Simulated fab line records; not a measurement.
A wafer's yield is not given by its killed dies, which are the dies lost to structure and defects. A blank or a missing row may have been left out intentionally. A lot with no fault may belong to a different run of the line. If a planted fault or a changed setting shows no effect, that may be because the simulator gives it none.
A lot that was struck, set against a sound lot ; flow sky130 ; 17 steps out of a route of 708
Sound: wafers L759.1, L759.5, L759.6. Wafers struck: L769.1, L769.2, L769.5. At the end, the cause is stated.
Each step with rows lists, per side, the tool, then ch with its chambers, then its first start. Under that, the readings that differ: sound wafers ; struck wafers ; difference of the means ; sigmas: that difference in standard deviations of wafers without a fault.
alike: readings with means less than 2 such deviations apart, plus words and numbers identical on both sides. not compared: withheld readings, readings lacking a value on some wafer, bounds such as >300 that could conceal the same value, and numbers that have no deviation in the record and whose values overlap.
A row with sigmas, a row that says differs or no value, or rows on one side alone: a step with any of these is where the two part. Numbers that have no deviation but don't overlap get no sigmas and don't part them. A reading that every wafer of one side lacks parts them only if that side has two wafers or more.

SKY_VT_ADJUST_HVTR_OVL_MEAS_08:
  sound: overlay-01 at day 9 13:47; struck: overlay-02 at day 12 23:25
  alike: VT_ADJUST_HVTR_OVL
next, for these wafers, 1 step has no rows: SKY_VT_ADJUST_HVTR_IMPLANT_09.
SKY_VT_ADJUST_HVTR_STRIP_10: strips in O2/N2.
  sound on plasma-asher-03 ch 0,1, day 9 13:58; struck on plasma-asher-03 ch 0,1, day 12 23:36
  alike: drypump-motor-current-A, oes-product-au, strip-time-to-endpoint-s
  not compared: rf-hours-counter-h
SKY_VT_ADJUST_HVTR_TW_MEAS_11:
  sound: film-metro-02 at day 9 14:04; struck: film-metro-01 at day 12 23:42
  alike: VT_ADJUST_HVTR_TW
then, 7 steps without rows for these wafers: SKY_VT_ADJUST_PCH_DEHYDRATE_00 (time 60 s); SKY_VT_ADJUST_PCH_HMDS_01 (prime time 60 s); SKY_VT_ADJUST_PCH_COAT_02 (resist thk 3000 nm); SKY_VT_ADJUST_PCH_SOFTBAKE_03; SKY_VT_ADJUST_PCH_EXPOSE_04 (exposes mask NWM, target cd 840 nm); SKY_VT_ADJUST_PCH_PEB_05; SKY_VT_ADJUST_PCH_DEVELOP_06 (develop time 60 s).
SKY_VT_ADJUST_PCH_OVL_MEAS_07:
  sound: overlay-01 at day 10 12:53; struck: overlay-02 at day 14 00:18
reading;sound;struck;difference;sigmas
VT_ADJUST_PCH_OVL (nm);-3.7 -2.7 -2.3;1.9 1.7 2.5;+4.9;+4
SKY_VT_ADJUST_PCH_IMPLANT_08:
  sound on implanter-02 ch 0, day 10 12:55; struck on implanter-04 ch 0, day 14 00:20
reading;sound;struck;difference;sigmas
dose-ions-cm2;5.006e+11 5.016e+11 5.001e+11;2.21e+11 2.209e+11 2.207e+11;-2.80e+11;-99 or more
faraday-current-uA;2.87 2.83 2.71;1.25 1.27 1.25;-1.55;-29
SKY_VT_ADJUST_PCH_STRIP_09: strips in O2/N2.
  sound on plasma-asher-02 ch 0,1, day 10 13:04; struck on plasma-asher-01 ch 0,1, day 14 00:29
  alike: drypump-motor-current-A, oes-product-au, strip-time-to-endpoint-s
  not compared: rf-hours-counter-h
SKY_VT_ADJUST_PCH_TW_MEAS_10:
  sound: film-metro-03 at day 10 13:10; struck: film-metro-03 at day 14 00:35
reading;sound;struck;difference;sigmas
VT_ADJUST_PCH_TW;141.8 141.7 141.1;114.7 115.6 115.8;-26.2;-17
then, 1 step without rows for these wafers: SKY_SONOS_TUNNEL_DEHYDRATE_00 (time 60 s).
-- here the record skips 35 days between the struck wafers' starts before and after, leaving off in module SONOS_TUNNEL and picking up in module PAD_OPEN (first step shown: number 708 of the route) --
SKY_PAD_OPEN_PROBE_99:
  sound: prober-01 at day 45 23:41; struck: prober-01 at day 48 19:28
reading;sound;struck;difference;sigmas
model.etest.nfet_16v.r-on-ohm-um;1.432e+04 1.432e+04 1.42e+04;1.342e+04 1.349e+04 1.35e+04;-8.100e+02;
model.etest.pfet-g5v0d10v5.drive-ua-um;339.1 335.3 340.1;334.1 327.5 328.1;-8.3;
model.etest.pfet_01v8_lvt.drive-ua-um;172.6 176.7 175.1;170.1 168.3 166.5;-6.5;
model.etest.pfet_16v.drive-ua-um;245.7 245.2 246.7;236.5 237.3 234;-9.9;
model.etest.pfet_01v8_lvt.off-log10-a-um;-8.25 -8.325 -8.145;-9.754 -9.755 -9.605;-1.465;
model.etest.pfet-g5v0d10v5.off-log10-a-um;-12.31 -12.16 -12.46;-13.4 -13.54 -13.61;-1.2;
model.etest.pfet-g5v0d10v5.vt-sat-v (V);-0.6107 -0.6053 -0.6071;-0.7709 -0.7983 -0.7822;-0.1761;
  alike: killed_at_M0_to_M3, killed_at_M4_up, killed-at-contacts, killed-at-front-end, killed-at-other, killed-dies, killed-open, killed-short
  not compared: model.etest.pfet-g5v0d10v5.r-on-ohm-um

## WHERE THEY PART
At SKY_VT_ADJUST_PCH_OVL_MEAS_07 first; at SKY_VT_ADJUST_PCH_TW_MEAS_10 last (within this record only). Later steps at which nothing parts them and some readings are alike: SKY_PAD_OPEN_PROBE_99.

WHY: whatever the simulator had introduced
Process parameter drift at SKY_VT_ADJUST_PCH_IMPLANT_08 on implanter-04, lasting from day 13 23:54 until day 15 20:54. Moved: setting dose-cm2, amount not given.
